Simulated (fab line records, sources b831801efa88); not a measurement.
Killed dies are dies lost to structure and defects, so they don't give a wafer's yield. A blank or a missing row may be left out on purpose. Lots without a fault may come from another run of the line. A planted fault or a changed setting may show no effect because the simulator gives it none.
Split-lot experiment | flow sky130 | 5 lots, 23 wafers read, on a route of 708 steps

THE SPLIT
At SKY_PASSIVATION_COAT_06 (resist thk 3000 nm), the setting resist_thk_nm was moved away from the recipe's 3000 nm on 7 of the 23 wafers read, by +3.8% to +4.9%. The other wafers ran this setting at the recipe's value.

FROM THE SPLIT TO THE READING: what the file shows between them, 4 steps
- SKY_PASSIVATION_SOFTBAKE_07
- SKY_PASSIVATION_EXPOSE_08: exposes mask NSM, target cd 3000 nm
- SKY_PASSIVATION_PEB_09
- SKY_PASSIVATION_DEVELOP_10: develop time 60 s

THE READING
coat_of_PASSIVATION_COAT_06.thk_nm (the simulator's own value, which no gauge read), in nm, at SKY_PASSIVATION_ETCH_11 (etches the open film in CF4/O2, stops on AlCu, target depth 725 nm, time 161.1 s). The file gives no usual value for it. The 16 wafers here that ran the recipe average 2515 nm, standard deviation 13 nm.

wafer  | tool, chamber at the split | resist_thk_nm as run, nm | against the recipe | coat_of_PASSIVATION_COAT_06.thk_nm, nm | against lot-mates on the recipe
L074.1 | litho_track-04, 0          | 3148                     | +4.9%              | 2653                                   | +136
L074.2 | litho_track-04, 0          | 3148                     | +4.9%              | 2657                                   | +140
L074.3 | litho_track-04, 0          | 3000                     | recipe             | 2519                                   | -
L074.4 | litho_track-04, 0          | 3000                     | recipe             | 2511                                   | -
L074.5 | litho_track-04, 0          | 3000                     | recipe             | 2521                                   | -
L075.1 | litho_track-01, 0          | 3000                     | recipe             | 2520                                   | -
L075.2 | litho_track-01, 0          | 3000                     | recipe             | 2515                                   | -
L075.3 | litho_track-01, 0          | 3000                     | recipe             | 2527                                   | -
L075.4 | litho_track-01, 0          | 3000                     | recipe             | 2535                                   | -
L075.5 | litho_track-01, 0          | 3000                     | recipe             | 2528                                   | -
L077.1 | litho_track-01, 0          | 3115                     | +3.8%              | 2612                                   | +122
L077.2 | litho_track-01, 0          | 3000                     | recipe             | 2479                                   | -
L077.3 | litho_track-01, 0          | 3000                     | recipe             | 2500                                   | -
L077.5 | litho_track-01, 0          | 3115                     | +3.8%              | 2603                                   | +114
L077.6 | litho_track-01, 0          | 3115                     | +3.8%              | 2610                                   | +120
L078.3 | litho_track-03, 0          | 3000                     | recipe             | 2497                                   | -
L078.4 | litho_track-03, 0          | 3000                     | recipe             | 2523                                   | -
L078.5 | litho_track-03, 0          | 3000                     | recipe             | 2514                                   | -
L080.1 | litho_track-03, 0          | 3126                     | +4.2%              | 2652                                   | +137
L080.2 | litho_track-03, 0          | 3000                     | recipe             | 2511                                   | -
L080.3 | litho_track-03, 0          | 3000                     | recipe             | 2518                                   | -
L080.4 | litho_track-03, 0          | 3126                     | +4.2%              | 2673                                   | +158
L080.5 | litho_track-03, 0          | 3000                     | recipe             | 2517                                   | -

THE FIT
A straight line over all 23 wafers: coat_of_PASSIVATION_COAT_06.thk_nm changes by +29 nm for each +1% of resist_thk_nm; r = +0.97; the points scatter about the line by 16 nm.
The same after taking each lot's own level away (the mean of its wafers on the recipe; 23 wafers): +30.9 nm for each +1%; r = +0.99; scatter 10 nm.
On that fit, the largest move of resist_thk_nm shifts the reading by 1.5e+02 nm.
The lots' own levels span 2489.5 to 2525.0 nm, that is 2.7 times the standard deviation above.
So the lot-to-lot level changes the slope little: the two slopes agree.
Check: with one of the wafers moved furthest among these (+4.9%) left out of the fit, the line predicts +157 nm for it against its lot-mates. It came out at +136 nm against them.

OTHER SPLITS ON THESE WAFERS
These wafers also went through other splits before the reading. Each is held against what the fit with the lots' levels taken away leaves over:
other split on the same wafers          | wafers away from the commonest value | r with coat_of_PASSIVATION_COAT_06.thk_nm (lot level and that fit taken away)
SKY_VIA4_CMP_02 leave_above_ref_nm      | 7                                    | -0.14
SKY_VIA4_COAT_06 spin_rpm               | 10                                   | -0.10
SKY_VIA4_CVD_18 temp_c                  | 12                                   | +0.45
SKY_METAL5_METAL_ETCH_15 over_etch_frac | 8                                    | +0.39
SKY_METAL5_STRIP_16 power_w             | 8                                    | +0.20

THE WHOLE CHAIN: every reading that the file lists as answering this split, in the file's order
step                     | what it does                                                                     | reading                                                                             | change (the file's fit)              | r (the file's)
SKY_PASSIVATION_COAT_06  | resist thk 3000 nm                                                               | coat_of_PASSIVATION_COAT_06.thk_nm (the simulator's own value, which no gauge read) | +30.2 nm for each +1% of the setting | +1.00
SKY_PASSIVATION_ETCH_11  | etches the open film in CF4/O2, stops on AlCu, target depth 725 nm, time 161.1 s | coat_of_PASSIVATION_COAT_06.thk_nm (the simulator's own value, which no gauge read) | +31 nm for each +1% of the setting   | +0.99
SKY_PASSIVATION_STRIP_12 | strips in O2/N2                                                                  | strip_time_to_endpoint_s                                                            | withheld for each +1% of the setting | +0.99

THE FILE'S OWN FIT
coat_of_PASSIVATION_COAT_06.thk_nm changes by +31 nm for each +1% of resist_thk_nm, r = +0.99.
